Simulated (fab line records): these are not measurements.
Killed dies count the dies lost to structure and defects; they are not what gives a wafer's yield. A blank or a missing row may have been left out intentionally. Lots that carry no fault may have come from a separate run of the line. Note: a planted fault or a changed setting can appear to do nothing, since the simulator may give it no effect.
Matching of chambers	flow sky130	SKY_VIA3_CMP_24 on cmp-02: 4 sister chambers
The step polishes, stops on SiO2, t overpolish 20 s, target thk 0 nm. 16 wafers are shown with their chamber, then 8 later ones without.

== WAFERS, EACH WITH ITS CHAMBER ==
wafer	chamber	motor current A (A)	time to endpoint s (s)	overpolish run s (s)
L471.2	3	10.2	97	20.001
L471.3	0	9.3	90	20.006
L471.5	3	11.2	98	20.002
L476.1	3	11.0	93	20.006
L476.2	0	9.0	90	20.005
L476.5	3	10.7	94	19.992
L479.3	1	10.5	89	19.996
L479.5	0	9.8	89	19.999
L479.6	1	10.1	90	20.003
L480.1	0	9.2	89	20.001
L480.2	1	10.3	92	19.992
L480.6	3	10.5	91	20.005
L483.3	2	11.0	94	19.990
L483.4	0	8.9	89	20.006
L483.5	2	11.4	94	20.018
L484.1	2	11.7	97	19.997

SIGNATURES, as means of the wafers listed above
reading	chamber 0	chamber 1	chamber 2	chamber 3	scatter within a chamber
motor current A	9.240	10.300	11.367	10.720	0.347
time to endpoint s	89.40	90.33	95.00	94.60	1.94
overpolish run s	20.00340	19.99700	20.00167	20.00120	0.00736
Rule: a wafer lies at a distance from a chamber equal to the root of the sum of squares, over the readings, of (its reading less the chamber's mean, divided by the reading's scatter). The wafer belongs to the nearest chamber; if the next one is less than 2 further off, it can't be placed. The scatter: the root of (the sum of the squares of (reading less its chamber's mean) over the shown wafers, divided by (wafers less chambers)).

== WAFERS WITHOUT THEIR CHAMBER ==
wafer	motor current A (A)	time to endpoint s (s)	overpolish run s (s)
L484.3	10.9	97	20.012
L484.5	10.4	89	19.989
L489.2	10.5	98	19.983
L489.3	11.2	102	20.007
L489.5	11.8	100	20.010
L494.1	10.1	95	20.004
L494.2	9.1	92	20.002
L494.6	11.6	95	20.007

== THE CHAMBER EACH PASSED THROUGH ==
wafer	from the rows above	in truth
L484.3	can't be placed: 3 or 2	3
L484.5	1	1
L489.2	can't be placed: 3 or 2 or 1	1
L489.3	can't be placed: 2 or 3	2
L489.5	can't be placed: 2 or 3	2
L494.1	can't be placed: 3 or 1 or 2 or 0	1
L494.2	0	0
L494.6	can't be placed: 2 or 3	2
Correct placement for 2 of the 8. Not placeable from these rows: 6 (in 6, the candidates include the true chamber). 0 placed wrongly.
